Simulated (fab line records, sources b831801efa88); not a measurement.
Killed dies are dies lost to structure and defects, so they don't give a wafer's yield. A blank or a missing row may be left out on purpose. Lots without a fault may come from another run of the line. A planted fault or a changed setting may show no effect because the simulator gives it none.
Tool commonality check | flow sky130 | 13 lots, 45 wafers sampled

WHY IT WAS OPENED
At SKY_VT_ADJUST_HVTR_TW_MEAS_11 the reading VT_ADJUST_HVTR_TW is flagged on 2 of 13 lots. Wafers without a fault read 210.3, standard deviation 2.5.
Rule: a lot is flagged when every wafer of it that has a number lies more than 4 standard deviations from that mean, or none has a number. The other lots count as sound.

lot  | measured     | on            | VT_ADJUST_HVTR_TW, wafer by wafer   | flag
L620 | day 9 04:01  | film_metro-03 | 206.3 206.2 207.4                   |
L622 | day 9 16:14  | film_metro-04 | 212.2 212.4 211.9                   |
L624 | day 10 14:25 | film_metro-04 | 213.7 211.3 211.8                   |
L626 | day 11 02:52 | film_metro-04 | 229.9 230.2 231.2 230.0 229.5 231.1 | FLAGGED
L627 | day 11 06:43 | film_metro-02 | 213.8 212.8 214.7                   |
L628 | day 11 13:05 | film_metro-04 | 230.4 229.9 229.7 229.9 229.6 230.0 | FLAGGED
L632 | day 12 23:19 | film_metro-04 | 212.5 212.4 212.1                   |
L634 | day 13 11:17 | film_metro-03 | 207.0 206.8 207.7                   |
L637 | day 15 00:01 | film_metro-03 | 206.2 206.4 206.0                   |
L638 | day 15 16:13 | film_metro-02 | 211.6 211.7 212.0                   |
L639 | day 15 17:13 | film_metro-02 | 211.7 212.3 212.3                   |
L641 | day 16 06:07 | film_metro-02 | 212.8 212.7 213.0                   |
L640 | day 16 06:24 | film_metro-03 | 206.1 207.0 206.4                   |
The numbers of the flagged lots are 230.1 on average: +19.8 against the usual, or +8 standard deviations.

WHICH TOOL RAN EACH LOT
The record holds 1 process step before the reading, out of a route of 708 steps. In each cell: the tool, then ch and the chambers that the sampled wafers went through, then the start.
lot  | flag    | SKY_VT_ADJUST_HVTR_IMPLANT_09
L620 |         | implanter-02 ch 0, day 9 03:46
L622 |         | implanter-02 ch 0, day 9 16:01
L624 |         | implanter-01 ch 0, day 10 14:10
L626 | FLAGGED | implanter-02 ch 0, day 11 02:37
L627 |         | implanter-01 ch 0, day 11 06:28
L628 | FLAGGED | implanter-02 ch 0, day 11 12:51
L632 |         | implanter-03 ch 0, day 12 23:04
L634 |         | implanter-01 ch 0, day 13 11:03
L637 |         | implanter-02 ch 0, day 14 23:47
L638 |         | implanter-03 ch 0, day 15 16:00
L639 |         | implanter-03 ch 0, day 15 17:00
L641 |         | implanter-03 ch 0, day 16 05:53
L640 |         | implanter-01 ch 0, day 16 06:09
What these steps do:
- SKY_VT_ADJUST_HVTR_IMPLANT_09
- SKY_VT_ADJUST_HVTR_TW_MEAS_11

FLAGGED OVER TOTAL, TOOL BY TOOL (the gauges that took the reading come last)
step                          | tool          | lots run | flagged | share of the flagged lots | sound lots run after its first flagged lot
SKY_VT_ADJUST_HVTR_IMPLANT_09 | implanter-01  | 4        | 0       | none                      | -
SKY_VT_ADJUST_HVTR_IMPLANT_09 | implanter-02  | 5        | 2       | all                       | 1 (L637)
SKY_VT_ADJUST_HVTR_IMPLANT_09 | implanter-03  | 4        | 0       | none                      | -
SKY_VT_ADJUST_HVTR_TW_MEAS_11 | film_metro-02 | 4        | 0       | none                      | -
SKY_VT_ADJUST_HVTR_TW_MEAS_11 | film_metro-03 | 4        | 0       | none                      | -
SKY_VT_ADJUST_HVTR_TW_MEAS_11 | film_metro-04 | 5        | 2       | all                       | 1 (L632)

WHAT THE TABLE ALLOWS
2 rows of the table ran every flagged lot: implanter-02 at SKY_VT_ADJUST_HVTR_IMPLANT_09, film_metro-04 at SKY_VT_ADJUST_HVTR_TW_MEAS_11.
- implanter-02 at SKY_VT_ADJUST_HVTR_IMPLANT_09: 2 of its 5 lots flagged. Sound lots ran on it after the first flagged one (L637), which a lasting fault on the whole tool wouldn't allow. Its own readings lie more than 4 standard deviations out on every wafer of the flagged lots: dose_ions_cm2, faraday_current_uA.
- film_metro-04 at SKY_VT_ADJUST_HVTR_TW_MEAS_11: 2 of its 5 lots flagged. Sound lots ran on it after the first flagged one (L632), which a lasting fault on the whole tool wouldn't allow.
No row of the table ran every flagged lot and no sound lot after the first.

WHAT THE SIMULATOR HAD PUT IN
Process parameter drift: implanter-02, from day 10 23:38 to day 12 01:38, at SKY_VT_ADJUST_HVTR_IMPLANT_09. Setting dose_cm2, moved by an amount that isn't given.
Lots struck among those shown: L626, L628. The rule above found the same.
